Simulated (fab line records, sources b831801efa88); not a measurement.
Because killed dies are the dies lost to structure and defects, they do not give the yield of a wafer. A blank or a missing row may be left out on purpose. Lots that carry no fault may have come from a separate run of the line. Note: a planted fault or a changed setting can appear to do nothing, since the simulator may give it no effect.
A single fault, viewed from 2 desks + flow gf180mcu + each desk has only its own numbers; what lay behind them comes last

## TOOL OWNER'S DESK, implanter-03
For each lot that ran on this tool, the mean over its sampled wafers that have a number, from the tool's own readings at GF_NSD_IMPLANT_09. The brackets show how far a lot's mean lies from the usual mean; more than 4 standard deviations puts the lot out of limits, marked OUT.
Columns: A = beamOnS at GF_NSD_IMPLANT_09, usual 17.4 s; B = doseIonsCm2 at GF_NSD_IMPLANT_09, usual 4.001e+15
| lot  | first seen here | A               | B                           |
|------|-----------------|-----------------|-----------------------------|
| L644 | day 13 23:55    | 18.0            | 3.998e+15                   |
| L646 | day 14 18:43    | 17.8            | 4.001e+15                   |
| L651 | day 16 09:42    | 17.5            | 4.004e+15                   |
| L654 | day 18 09:39    | 12.6 (-5.4) OUT | 2.821e+15 (-99 or more) OUT |
| L656 | day 18 17:08    | 12.5 (-5.4) OUT | 2.823e+15 (-99 or more) OUT |
| L664 | day 21 06:21    | 17.6            | 4.005e+15                   |
This desk finds L654, L656 out of limits, L654 being first, at day 18 09:39 (beamOnS at GF_NSD_IMPLANT_09). L644, L646, L651, L664 stayed within limits.

## METROLOGY DESK
What the gauges read, lot by lot, whatever tool the lot ran on: means of the sampled wafers that have a number. The brackets show how far a lot's mean lies from the usual mean; more than 4 standard deviations puts the lot out of limits, marked OUT.
Columns: A = NSD_RS at GF_PSD_RS_MEAS_14, usual 46.54 ohm/sq; B = M1_ALCU_RS at GF_M1_RS_MEAS_05, usual 0.0692 ohm/sq
| lot  | first seen here | A               | B      |
|------|-----------------|-----------------|--------|
| L644 | day 14 21:35    | 46.49           | 0.0690 |
| L645 | day 15 08:43    | 46.47           | 0.0699 |
| L646 | day 15 17:13    | 46.48           | 0.0687 |
| L648 | day 16 06:24    | 46.44           | 0.0690 |
| L649 | day 16 15:47    | 46.48           | 0.0690 |
| L651 | day 17 09:43    | 46.38           | 0.0690 |
| L654 | day 19 10:55    | 48.88 (+27) OUT | 0.0686 |
| L656 | day 19 18:49    | 48.93 (+27) OUT | 0.0698 |
| L661 | day 21 14:17    | 46.61           | 0.0680 |
| L664 | day 22 07:25    | 46.58           | 0.0686 |
| L665 | day 22 12:24    | 46.66           | 0.0690 |
This desk's finding: out of limits on L654, L656; first on L654, day 19 10:55 (NSD_RS at GF_PSD_RS_MEAS_14). L644, L645, L646, L648, L649, L651, L661, L664, L665 stayed within limits.

## TAKEN TOGETHER
On L654, L656, at day 18 09:39, an alarm was possible from the tool owner's desk.
At day 19 10:55 the metrology desk could have sounded an alarm, on L654, L656.
The lots listed all ran GF_NSD_IMPLANT_09 on implanter-03.

## WHAT WAS PUT IN BY THE SIMULATOR
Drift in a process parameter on implanter-03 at GF_NSD_IMPLANT_09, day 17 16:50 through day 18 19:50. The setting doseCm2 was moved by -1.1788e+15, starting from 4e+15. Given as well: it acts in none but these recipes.
Struck lots among those shown: L654, L656.
Time in hours from fault onset to the first out-of-limits reading at each desk: tool owner's desk 17, metrology desk 42.
